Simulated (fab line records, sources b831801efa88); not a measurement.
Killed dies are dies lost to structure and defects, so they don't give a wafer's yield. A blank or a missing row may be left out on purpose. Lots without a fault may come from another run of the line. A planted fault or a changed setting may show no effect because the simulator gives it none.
Chamber matching | flow sky130 | SKY_VIA2_ETCH_14 on rie_diel-03: 4 sister chambers
The step etches BARC in N2/H2, stops on SiO2, time 45.9 s, target depth 60 nm. 14 wafers are shown with their chamber, then 6 later ones without.

WAFERS WITH THEIR CHAMBER
wafer  | chamber | drypump_motor_current_A (A) | run_length_s (s) | oes_product_au (a.u.)
L973.4 | 3       | 5.9                         | 74.9             | 0.859
L973.5 | 0       | 4.8                         | 74.3             | 0.849
L973.6 | 3       | 5.9                         | 75.0             | 0.857
L974.1 | 1       | 5.7                         | 74.4             | 0.849
L974.4 | 0       | 4.8                         | 75.2             | 0.852
L974.5 | 2       | 6.0                         | 74.5             | 0.860
L980.2 | 3       | 5.9                         | 74.9             | 0.862
L980.3 | 2       | 5.9                         | 73.7             | 0.866
L980.4 | 0       | 4.8                         | 74.2             | 0.850
L982.1 | 2       | 6.0                         | 73.7             | 0.856
L982.2 | 0       | 4.8                         | 74.9             | 0.855
L982.3 | 1       | 5.7                         | 74.3             | 0.860
L983.2 | 3       | 5.9                         | 74.6             | 0.852
L983.3 | 1       | 5.7                         | 74.8             | 0.856

SIGNATURES (means of the wafers above)
reading                 | chamber 0 | chamber 1 | chamber 2 | chamber 3 | scatter within a chamber
drypump_motor_current_A | 4.800     | 5.700     | 5.967     | 5.900     | 0.0258
run_length_s            | 74.650    | 74.500    | 73.967    | 74.850    | 0.367
oes_product_au          | 0.85150   | 0.85500   | 0.86067   | 0.85750   | 0.00432
Rule: a wafer's distance from a chamber is the root of the sum, over the readings, of the square of ((its reading less the chamber's mean) divided by the reading's scatter). The wafer belongs to the nearest chamber; if the next one is less than 2 further off, it can't be placed. The scatter: the root of (the sum of the squares of (reading less its chamber's mean) over the shown wafers, divided by (wafers less chambers)).

WAFERS WITHOUT THEIR CHAMBER
wafer  | drypump_motor_current_A (A) | run_length_s (s) | oes_product_au (a.u.)
L983.6 | 5.7                         | 74.3             | 0.852
L985.2 | 4.8                         | 74.2             | 0.857
L985.3 | 5.9                         | 74.6             | 0.847
L985.4 | 4.8                         | 74.3             | 0.861
L991.1 | 5.9                         | 74.6             | 0.856
L994.4 | 5.9                         | 75.4             | 0.852

WHICH CHAMBER EACH WENT THROUGH
wafer  | from the rows above     | in truth
L983.6 | 1                       | 1
L985.2 | 0                       | 0
L985.3 | can't be placed: 3 or 2 | 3
L985.4 | 0                       | 0
L991.1 | 3                       | 3
L994.4 | 3                       | 3
Placed correctly: 5 of 6. Can't be placed from these rows: 1 (the true chamber is among the candidates in 1). Placed wrongly: 0.
